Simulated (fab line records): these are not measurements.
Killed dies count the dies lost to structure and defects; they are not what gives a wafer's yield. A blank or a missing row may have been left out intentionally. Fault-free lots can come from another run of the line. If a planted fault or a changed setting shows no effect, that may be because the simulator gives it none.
Which tool did it?    flow gf180mcu    Sampling: 7 lots, 21 wafers, 4 of 602 route steps

WHAT THE GAUGES SHOWED, per wafer
GF_V5_THK_MEAS_01.
lot   measured      on            V5_CVD_00_THK (nm)
L326  day 26 12:40  filmMetro-04  285 286 285
L330  day 27 23:46  filmMetro-01  293 286 295
L332  day 28 20:31  filmMetro-04  282 288 283
L336  day 29 21:13  filmMetro-04  281 285 291
L339  day 30 13:23  filmMetro-01  287 291 286
L345  day 32 07:02  filmMetro-04  286 288 286
L347  day 32 17:54  filmMetro-04  291 291 289

WHAT TOOL EACH LOT RAN ON (gives the tool, then ch and the chambers of the sampled wafers, and finally the start)
lot   GF_SAB_STRIP_13                      GF_V4_CMP_26                   GF_MIM_SPUTTER_00
L326  plasmaAsher-04 ch 0,1, day 15 08:07  cmp-01 ch 0,1,2, day 24 15:54  pvdSputter-01, day 24 16:09
L330  plasmaAsher-03 ch 0,1, day 16 22:29  cmp-01 ch 1,2, day 26 05:07    pvdSputter-03, day 26 05:25
L332  plasmaAsher-04 ch 0,1, day 17 21:53  cmp-02 ch 1,2,3, day 27 02:35  pvdSputter-03, day 27 02:53
L336  plasmaAsher-04 ch 0,1, day 19 04:14  cmp-02 ch 0,1,2, day 28 05:44  pvdSputter-01, day 28 05:53
L339  plasmaAsher-04 ch 0,1, day 20 01:37  cmp-01 ch 0,1,2, day 28 21:51  pvdSputter-01, day 28 22:09
L345  plasmaAsher-03 ch 0,1, day 22 08:20  cmp-02 ch 0,2, day 30 17:40    pvdSputter-01, day 30 17:55
L347  plasmaAsher-02 ch 0,1, day 22 23:58  cmp-01 ch 0,2,3, day 31 06:44  pvdSputter-03, day 31 06:59
- GF_SAB_STRIP_13: strips in O2/N2.
- GF_V4_CMP_26: polishes, stops on SiO2, t overpolish 15 s, target thk 0 nm.
- GF_MIM_SPUTTER_00: material Ti, target thk 37.5 nm, time 150 s.

THE ANSWER, worked out from the rows above alone
Rule: the lots themselves supply what counts as usual. Put in order of their means at a reading, lots are off if they are a third of the lots or fewer, leave a main group of 4 or more, and stand apart from it by a gap of 3 or more times the standard deviation of the main group's means; of several such gaps the widest counts. The tables above print the reading to a certain number of digits; a main group whose means all agree to those digits is not used. A lot without any number at a reading at which 4 lots or more have one is off too. All remaining lots with rows at the step are treated as sound.
Nothing can be told from this: no lot is off at any reading shown.

WHAT THE SIMULATOR HAD INSERTED
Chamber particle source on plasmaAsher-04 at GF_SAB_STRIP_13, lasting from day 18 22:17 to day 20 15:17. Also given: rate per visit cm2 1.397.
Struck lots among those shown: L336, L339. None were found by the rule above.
